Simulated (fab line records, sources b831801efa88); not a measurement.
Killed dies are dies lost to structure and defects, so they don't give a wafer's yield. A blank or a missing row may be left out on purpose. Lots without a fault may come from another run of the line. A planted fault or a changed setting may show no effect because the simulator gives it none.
Which tool did it? | flow gf180mcu | 12 lots, 36 wafers sampled, at 6 steps of a route of 602

WHAT THE GAUGES READ, wafer by wafer
GF_STI_THK_MEAS_22. Usual: STI_OXIDATION_01_THK 15.19 nm, standard deviation 0.24.
lot  | measured    | on            | STI_OXIDATION_01_THK (nm) | flag
L998 | day 2 04:46 | film_metro-01 | 14.65 15.07 14.97         |
L999 | day 2 08:47 | film_metro-04 | 15.29 15.51 15.31         |
L100 | day 2 14:06 | film_metro-01 | 15.36 15.34 15.37         |
L101 | day 2 20:30 | film_metro-01 | 14.66 15.09 14.92         |
L110 | day 4 21:04 | film_metro-04 | 15.30 15.28 15.35         |
L111 | day 5 00:40 | film_metro-01 | 14.98 14.78 15.09         |
L112 | day 5 08:12 | film_metro-02 | 15.64 15.10 15.45         |
L113 | day 5 13:36 | film_metro-01 | 15.29 15.26 15.13         |
L114 | day 5 13:48 | film_metro-02 | 15.15 15.00 15.19         |
L115 | day 5 21:23 | film_metro-02 | 15.26 15.13 15.39         |
L117 | day 6 05:11 | film_metro-02 | 15.11 15.06 15.06         |
L118 | day 6 14:41 | film_metro-01 | 15.18 14.79 15.12         |

GF_VT_IMPLANT_OVL_MEAS_07. Usual: VT_IMPLANT_OVL 1.2 nm, standard deviation 1.4.
lot  | measured     | on         | VT_IMPLANT_OVL (nm) | flag
L998 | day 5 13:17  | overlay-01 | -0.9 -0.8 -1.3      |
L999 | day 5 18:45  | overlay-02 | 0.2 0.8 1.8         |
L100 | day 6 02:50  | overlay-02 | 2.2 2.0 1.8         |
L101 | day 6 11:54  | overlay-02 | - - -               | OFF
L110 | day 8 21:33  | overlay-02 | 2.3 0.9 1.0         |
L111 | day 9 02:29  | overlay-02 | 1.7 2.2 2.1         |
L112 | day 9 10:14  | overlay-01 | 0.2 0.7 -0.5        |
L113 | day 9 18:11  | overlay-01 | 2.1 2.6 1.8         |
L114 | day 9 19:47  | overlay-01 | 0.4 0.2 -0.5        |
L115 | day 10 00:17 | overlay-02 | 1.7 3.1 2.6         |
L117 | day 10 10:20 | overlay-02 | 2.8 4.2 4.4         |
L118 | day 11 00:50 | overlay-01 | 0.5 2.8 2.0         |

GF_VT_IMPLANT_TW_MEAS_10. Usual: VT_IMPLANT_TW 567, standard deviation 5.7.
lot  | measured     | on            | VT_IMPLANT_TW | flag
L998 | day 5 13:38  | film_metro-02 | 568 568 570   |
L999 | day 5 19:05  | film_metro-03 | 572 573 570   |
L100 | day 6 03:08  | film_metro-03 | 576 575 572   |
L101 | day 6 12:12  | film_metro-03 | 31 31 30      | OFF
L110 | day 8 21:50  | film_metro-02 | 566 569 565   |
L111 | day 9 02:46  | film_metro-02 | 566 564 563   |
L112 | day 9 10:31  | film_metro-02 | 567 568 566   |
L113 | day 9 18:29  | film_metro-04 | 558 559 557   |
L114 | day 9 20:05  | film_metro-03 | 575 575 574   |
L115 | day 10 00:35 | film_metro-04 | 561 561 559   |
L117 | day 10 10:37 | film_metro-04 | 556 559 558   |
L118 | day 11 01:07 | film_metro-02 | 567 570 567   |

GF_NSD_OVL_MEAS_08. Usual: NSD_OVL -0.7 nm, standard deviation 1.3.
lot  | measured     | on         | NSD_OVL (nm)   | flag
L998 | day 13 06:06 | overlay-02 | 1.1 -0.9 -0.6  |
L999 | day 13 13:04 | overlay-02 | -0.2 -0.1 1.3  |
L100 | day 13 20:52 | overlay-02 | 0.5 -0.8 0.0   |
L110 | day 17 18:52 | overlay-02 | -0.4 -0.3 -1.2 |
L111 | day 18 02:33 | overlay-02 | -4.0 -2.5 -1.2 |
L112 | day 18 09:54 | overlay-01 | -2.0 -0.3 -1.0 |
L113 | day 18 23:31 | overlay-02 | -2.6 -3.4 -1.8 |
L114 | day 19 03:04 | overlay-02 | 0.9 -1.7 0.4   |
L115 | day 19 03:22 | overlay-01 | -1.4 -0.7 -0.5 |
L117 | day 19 18:39 | overlay-01 | -0.6 -0.4 -0.7 |
L118 | day 20 12:57 | overlay-02 | 0.5 0.6 0.3    |

WHICH TOOL RAN EACH LOT (tool, then ch and the chambers of the sampled wafers, then the start)
lot  | GF_VT_IMPLANT_EXPOSE_04             | GF_VT_IMPLANT_STRIP_42
L998 | iline_stepper-02 ch 0, day 5 06:43  | plasma_asher-01 ch 0,1, day 7 10:43
L999 | iline_stepper-02 ch 0, day 5 11:26  | plasma_asher-03 ch 0,1, day 7 16:49
L100 | iline_stepper-01 ch 0, day 5 19:26  | plasma_asher-01 ch 0,1, day 8 00:49
L101 | iline_stepper-02 ch 0, day 6 04:30  | plasma_asher-04 ch 0,1, day 8 09:49
L110 | iline_stepper-01 ch 0, day 8 12:59  | plasma_asher-01 ch 0,1, day 11 03:06
L111 | iline_stepper-02 ch 0, day 8 18:25  | plasma_asher-01 ch 0,1, day 11 09:13
L112 | iline_stepper-02 ch 0, day 9 01:38  | plasma_asher-04 ch 0,1, day 11 16:52
L113 | iline_stepper-02 ch 0, day 9 09:33  | plasma_asher-01 ch 0,1, day 12 01:13
L114 | iline_stepper-01 ch 0, day 9 10:53  | plasma_asher-03 ch 0,1, day 12 03:13
L115 | iline_stepper-02 ch 0, day 9 15:53  | plasma_asher-01 ch 0, day 12 08:04
L117 | iline_stepper-02 ch 0, day 10 01:46 | plasma_asher-04 ch 0,1, day 12 18:55
L118 | iline_stepper-02 ch 0, day 10 15:23 | plasma_asher-03 ch 0,1, day 13 09:52
- GF_VT_IMPLANT_EXPOSE_04: exposes mask LVPWELL LV AREA, target cd 600 nm.
- GF_VT_IMPLANT_STRIP_42: strips in O2/N2.

WHAT THE TOOLS THEMSELVES READ (means of the sampled wafers that have a number; where no wafer has one, the mark that the record gives instead)
GF_VT_IMPLANT_EXPOSE_04. Usual: stage_vel_mm_s 500.02 mm/s, standard deviation 0.23.
lot  | tool             | stage_vel_mm_s (mm/s) | flag
L998 | iline_stepper-02 | 499.94                |
L999 | iline_stepper-02 | 500.21                |
L100 | iline_stepper-01 | 500.33                |
L101 | iline_stepper-02 | 499.92                |
L110 | iline_stepper-01 | 500.15                |
L111 | iline_stepper-02 | 499.78                |
L112 | iline_stepper-02 | 499.72                |
L113 | iline_stepper-02 | 500.18                |
L114 | iline_stepper-01 | 499.87                |
L115 | iline_stepper-02 | 499.85                |
L117 | iline_stepper-02 | 499.82                |
L118 | iline_stepper-02 | 500.00                |

GF_VT_IMPLANT_STRIP_42. Usual: drypump_motor_current_A 5.6 A, standard deviation 0.34; heater_power_w 325 W, standard deviation 22; oes_product_au 0.716 a.u., standard deviation 0.0042; strip_time_to_endpoint_s 12.63 s, standard deviation 0.044.
lot  | tool            | drypump_motor_current_A (A) | heater_power_w (W) | oes_product_au (a.u.) | strip_time_to_endpoint_s (s) | flag
L998 | plasma_asher-01 | 5.7                         | 319                | 0.718                 | 12.63                        |
L999 | plasma_asher-03 | 5.6                         | 353                | 0.717                 | 12.59                        |
L100 | plasma_asher-01 | 5.8                         | 323                | 0.718                 | 12.71                        |
L101 | plasma_asher-04 | 5.3                         | 309                | 0.712                 | 12.61                        |
L110 | plasma_asher-01 | 5.7                         | 312                | 0.716                 | 12.62                        |
L111 | plasma_asher-01 | 5.7                         | 317                | 0.717                 | 12.62                        |
L112 | plasma_asher-04 | 5.6                         | 315                | 0.715                 | 12.59                        |
L113 | plasma_asher-01 | 5.8                         | 324                | 0.716                 | 12.66                        |
L114 | plasma_asher-03 | 5.8                         | 345                | 0.716                 | 12.52                        |
L115 | plasma_asher-01 | 5.9                         | 340                | 0.719                 | 12.60                        |
L117 | plasma_asher-04 | 5.6                         | 305                | 0.716                 | 12.65                        |
L118 | plasma_asher-03 | 5.7                         | 344                | 0.717                 | 12.60                        |

THE ANSWER, worked out from the rows above alone
Rule: a lot is off if the mean of its wafers that have a number lies more than 3 standard deviations from the usual mean. A lot without any number at a reading at which 4 lots or more have one is off too. The other lots that the step has rows for count as sound. The gauges are gone through in route order, then the tools' own readings, and for those a lot's mean is taken as printed above. The first step at which some lot is off is used, and at that step the reading that is off furthest; a lot without a number counts as furthest.
Off: L101, at GF_VT_IMPLANT_OVL_MEAS_07 (VT_IMPLANT_OVL). Without a number there: L101.
A tool fits if, at a process step before that reading, it ran every lot that is off, and no sound lot after the first of them. The gauges at GF_VT_IMPLANT_OVL_MEAS_07 aren't tried: what is off there is off at GF_VT_IMPLANT_TW_MEAS_10 too, on other tools, and a gauge's error can't cause that. None of those tried fits.

WHAT THE SIMULATOR HAD PUT IN
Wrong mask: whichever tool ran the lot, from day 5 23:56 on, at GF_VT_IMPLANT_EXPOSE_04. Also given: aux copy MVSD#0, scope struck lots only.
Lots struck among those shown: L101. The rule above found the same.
